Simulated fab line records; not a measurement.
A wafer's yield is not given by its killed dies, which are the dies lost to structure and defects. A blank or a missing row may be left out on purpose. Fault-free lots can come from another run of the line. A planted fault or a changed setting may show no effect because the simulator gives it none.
Struck lot and sound lot, side by side + flow sky130 + 44 out of 708 route steps
Sound: the wafers L541.1, L541.3, L541.6. The struck wafers were L544.1, L544.2, L544.5. At the end, the cause is stated.
Per side, at each step with rows, come the tool, then ch with its chambers, and then its first start. Under that, the readings that differ: sound wafers + struck wafers + difference of the means + sigmas: that difference in standard deviations of wafers without a fault.
alike: same words and numbers on both sides, and readings whose means sit less than 2 such deviations apart. not compared: any withheld reading, any reading some wafer has no value for, any bound like >300 that may hide the same value, and any number with overlapping values for which the record gives no deviation.
The two part at a step that has a row with sigmas, a row that says differs or no value, or rows on one side only. When numbers do not overlap yet have no deviation, they are printed without sigmas and do not part them. A reading that every wafer of one side lacks parts them only if that side has two wafers or more.

first, 8 steps without rows for these wafers: SKY_LDD_N_IMPLANT_08; SKY_LDD_N_IMPLANT_09; SKY_LDD_N_IMPLANT_10; SKY_LDD_N_IMPLANT_11; SKY_LDD_N_IMPLANT_12; SKY_LDD_N_IMPLANT_13; SKY_LDD_N_IMPLANT_14; SKY_LDD_N_IMPLANT_15.
SKY_LDD_N_STRIP_16: strips in O2/N2.
  sound on plasma asher-02 ch 0,1, day 23 01:15; struck on plasma asher-04 ch 0,1, day 23 23:12
  alike: drypump motor current A, oes product au, strip time to endpoint s
  not compared: rf hours counter h
SKY_LDD_N_TW_MEAS_17:
  sound: film metro-01 at day 23 01:21; struck: film metro-01 at day 23 23:18
  alike: LDD_N_TW
then, 2 steps without rows for these wafers: SKY_LDD_P_DEHYDRATE_00 (time 60 s); SKY_LDD_P_HMDS_01 (prime time 60 s).
SKY_LDD_P_COAT_02: resist thk 1140 nm.
  sound on litho track-04 ch 0, day 23 15:52; struck on litho track-04, day 24 14:10
  no value came back on the struck wafers for chill plate temp C (C), dispense pressure kPa (kPa); on the sound wafers chill plate temp C (C) reads 22.95 23.20 23.14
then, 4 steps without rows for these wafers: SKY_LDD_P_SOFTBAKE_03 (time 60 s); SKY_LDD_P_EXPOSE_04 (exposes mask PSDM, target cd 380 nm); SKY_LDD_P_PEB_05; SKY_LDD_P_DEVELOP_06 (develop time 60 s).
SKY_LDD_P_CD_MEAS_07: the cd target is 380 nm.
  sound: cd sem-02 at day 24 07:34; struck: cd sem-02 at day 25 04:22
| reading    | sound             | struck | difference                    | sigmas |
|------------|-------------------|--------|-------------------------------|--------|
| cd nm (nm) | 385.6 380.0 382.5 | - - -  | no value on the struck wafers |        |
SKY_LDD_P_OVL_MEAS_08:
  sound: overlay-01 at day 24 07:41; struck: overlay-01 at day 25 04:29
| reading        | sound       | struck | difference                    | sigmas |
|----------------|-------------|--------|-------------------------------|--------|
| LDD_P_OVL (nm) | 2.9 3.5 2.8 | - - -  | no value on the struck wafers |        |
then, 1 step without rows for these wafers: SKY_LDD_P_IMPLANT_09.
SKY_LDD_P_STRIP_10: strips in O2/N2.
  sound on plasma asher-03 ch 0, day 24 07:53; struck on plasma asher-01 ch 0,1, day 25 04:40
  no value came back on the struck wafers for oes product au (a.u.), strip time to endpoint s (s); on the sound wafers oes product au (a.u.) reads 0.715 0.714 0.720
  alike: drypump motor current A
  not compared: rf hours counter h
SKY_LDD_P_TW_MEAS_11:
  sound: film metro-03 at day 24 07:59; struck: film metro-04 at day 25 04:46
  alike: LDD_P_TW
then, 7 steps without rows for these wafers: SKY_LDD_HVN_DEHYDRATE_00 (time 60 s); SKY_LDD_HVN_HMDS_01 (prime time 60 s); SKY_LDD_HVN_COAT_02 (resist thk 300 nm); SKY_LDD_HVN_SOFTBAKE_03 (time 60 s); SKY_LDD_HVN_EXPOSE_04 (exposes mask HVNTM, target cd 700 nm); SKY_LDD_HVN_PEB_05; SKY_LDD_HVN_DEVELOP_06 (develop time 60 s).
SKY_LDD_HVN_OVL_MEAS_07:
  sound: overlay-02 at day 25 13:13; struck: overlay-01 at day 26 08:07
| reading          | sound       | struck         | difference | sigmas |
|------------------|-------------|----------------|------------|--------|
| LDD_HVN_OVL (nm) | 1.4 2.1 1.2 | -1.6 -3.1 -1.8 | -3.7       | -2     |
then, 1 step without rows for these wafers: SKY_LDD_HVN_IMPLANT_08.
SKY_LDD_HVN_STRIP_09: strips in O2/N2.
  sound on plasma asher-01 ch 0,1, day 25 13:25; struck on plasma asher-04 ch 0,1, day 26 08:18
  alike: drypump motor current A, oes product au, strip time to endpoint s
  not compared: rf hours counter h
SKY_LDD_HVN_TW_MEAS_10:
  sound: film metro-01 at day 25 13:31; struck: film metro-02 at day 26 08:24
| reading    | sound          | struck         | difference | sigmas |
|------------|----------------|----------------|------------|--------|
| LDD_HVN_TW | 1430 1429 1434 | 1458 1456 1453 | +25        | +3     |
then, 7 steps without rows for these wafers: SKY_LDD_HVP_DEHYDRATE_00 (time 60 s); SKY_LDD_HVP_HMDS_01 (prime time 60 s); SKY_LDD_HVP_COAT_02 (resist thk 300 nm); SKY_LDD_HVP_SOFTBAKE_03 (time 60 s); SKY_LDD_HVP_EXPOSE_04 (exposes mask HVPTM, target cd 700 nm); SKY_LDD_HVP_PEB_05; SKY_LDD_HVP_DEVELOP_06 (develop time 60 s).
SKY_LDD_HVP_OVL_MEAS_07:
  sound: overlay-02 at day 26 16:16; struck: overlay-02 at day 27 13:04
  alike: LDD_HVP_OVL
then, 1 step without rows for these wafers: SKY_LDD_HVP_IMPLANT_08.
SKY_LDD_HVP_TW_MEAS_10:
  sound: film metro-04 at day 26 16:34; struck: film metro-01 at day 27 13:21
| reading    | sound       | struck      | difference | sigmas |
|------------|-------------|-------------|------------|--------|
| LDD_HVP_TW | 450 449 447 | 697 694 694 | +246       | +67    |
SKY_LDD_LDN_TW_MEAS_13:
  sound: film metro-03 at day 27 22:07; struck: film metro-01 at day 28 17:54
| reading    | sound          | struck         | difference | sigmas |
|------------|----------------|----------------|------------|--------|
| LDD_LDN_TW | 1456 1457 1456 | 1504 1505 1500 | +47        | +4     |

## WHERE THEY PART
First at SKY_LDD_P_COAT_02; last, within this record, at SKY_LDD_LDN_TW_MEAS_13.

WHY: whatever the simulator had introduced
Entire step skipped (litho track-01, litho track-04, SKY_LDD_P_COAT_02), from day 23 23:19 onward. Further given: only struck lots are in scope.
